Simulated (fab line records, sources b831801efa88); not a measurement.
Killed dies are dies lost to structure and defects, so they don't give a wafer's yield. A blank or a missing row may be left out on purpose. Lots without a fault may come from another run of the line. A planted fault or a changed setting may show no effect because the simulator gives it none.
A struck lot beside a sound one | flow sky130 | 15 steps out of a route of 708
Sound: wafers L996.2, L996.4, L996.6. Struck: wafers L102.1, L102.3, L102.6. The cause comes at the end.
At each step with rows: each side's tool, then ch and its chambers, then its first start. Under that, the readings that differ: sound wafers | struck wafers | difference of the means | sigmas: that difference in standard deviations of wafers without a fault.
alike: readings whose means differ by less than 2 such deviations, and words and numbers that are the same on both sides. not compared: withheld readings, readings that some wafer has no value for, bounds like >300 that may hide the same value, and numbers for which the record gives no deviation and whose values overlap.
The two part at a step that has a row with sigmas, a row that says differs or no value, or rows on one side only. Numbers that don't overlap but have no deviation are shown without sigmas and don't part them. A reading that every wafer of one side lacks parts them only if that side has two wafers or more.

first, 4 steps without rows for these wafers: SKY_POLY_GATE_DEHYDRATE_05 (time 60 s); SKY_POLY_GATE_HMDS_06 (prime time 60 s); SKY_POLY_GATE_COAT_07 (resist thk 110 nm); SKY_POLY_GATE_COAT_08 (resist thk 450 nm).
SKY_POLY_GATE_SOFTBAKE_09: time 92.93 s.
  sound on litho_track-03 ch 0; struck on litho_track-02 ch 0
  alike: plate_sensor_t_centre_C, plate_sensor_t_edge_C
then, 3 steps without rows for these wafers: SKY_POLY_GATE_EXPOSE_10 (exposes mask P1M, target cd 150 nm); SKY_POLY_GATE_PEB_11; SKY_POLY_GATE_DEVELOP_12 (develop time 60 s).
SKY_POLY_GATE_CD_MEAS_13: target cd 150 nm.
  sound on cd_sem-02, day 17 18:56; struck on cd_sem-01, day 18 19:20
  alike: cd_nm
SKY_POLY_GATE_OVL_MEAS_14:
  sound on overlay-02, day 17 19:02; struck on overlay-02, day 18 19:27
  alike: POLY_GATE_OVL
SKY_POLY_GATE_ETCH_15: etches BARC in N2/H2, stops on SiO2, time 118.5 s, target depth 110 nm.
  sound on rie_diel-02 ch 0,1,2, day 17 19:04; struck on rie_diel-01 ch 0,2,3, day 18 19:29
  alike: drypump_motor_current_A, oes_product_au, rf_fwd_power_W, throttle_valve_pct
  not compared: rf_hours_counter_h
SKY_POLY_GATE_ETCH_16: etches Si3N4 in CH3F/O2, stops on poly-Si, time 147.5 s, target depth 75 nm.
  sound on rie_diel-02 ch 0,1,2, day 17 19:09; struck on rie_diel-01 ch 0,2,3, day 18 19:34
  reading               | sound             | struck            | difference | sigmas
  oes_product_au (a.u.) | 0.647 0.647 0.651 | 0.635 0.638 0.640 | -0.011     | -2
  alike: drypump_motor_current_A, rf_fwd_power_W, throttle_valve_pct
  not compared: rf_hours_counter_h
SKY_POLY_GATE_ETCH_17: etches poly-Si in HBr/Cl2, stops on SiO2, target depth 180 nm, time 70.5 s.
  sound on rie_si-02 ch 1,2, day 17 19:15; struck on rie_si-02 ch 0,2,3, day 18 19:40
  reading                                          | sound             | struck            | difference | sigmas
  rf_fwd_power_W (W)                               | 395.1 395.5 396.7 | 459.0 462.8 458.6 | +64.4      | +50
  model.KrF-thick_of_POLY_GATE_COAT_08.thk_nm (nm) | 145.4 137.4 150.2 | 132.8 134.3 129.8 | -12.0      |
  alike: drypump_motor_current_A, mfc_cl2_sccm, oes_product_au, throttle_valve_pct
  not compared: rf_hours_counter_h, model.POLY_GATE.feature_depth_nm, model.etch.depth_nm
SKY_POLY_GATE_STRIP_18: strips in O2/N2.
  sound on plasma_asher-03 ch 1, day 17 19:19; struck on plasma_asher-03 ch 0,1, day 18 19:43
  reading                      | sound          | struck         | difference | sigmas
  strip_time_to_endpoint_s (s) | 3.24 3.14 3.28 | 3.09 3.10 3.05 | -0.14      | -4
  alike: drypump_motor_current_A, o2_flow_sccm, oes_product_au
  not compared: rf_hours_counter_h
then, 1 step without rows for these wafers: SKY_PAD_OPEN_PROBE_99.

WHERE THEY PART
First at SKY_POLY_GATE_ETCH_16; last, within this record, at SKY_POLY_GATE_STRIP_18.

WHY: what the simulator had put in
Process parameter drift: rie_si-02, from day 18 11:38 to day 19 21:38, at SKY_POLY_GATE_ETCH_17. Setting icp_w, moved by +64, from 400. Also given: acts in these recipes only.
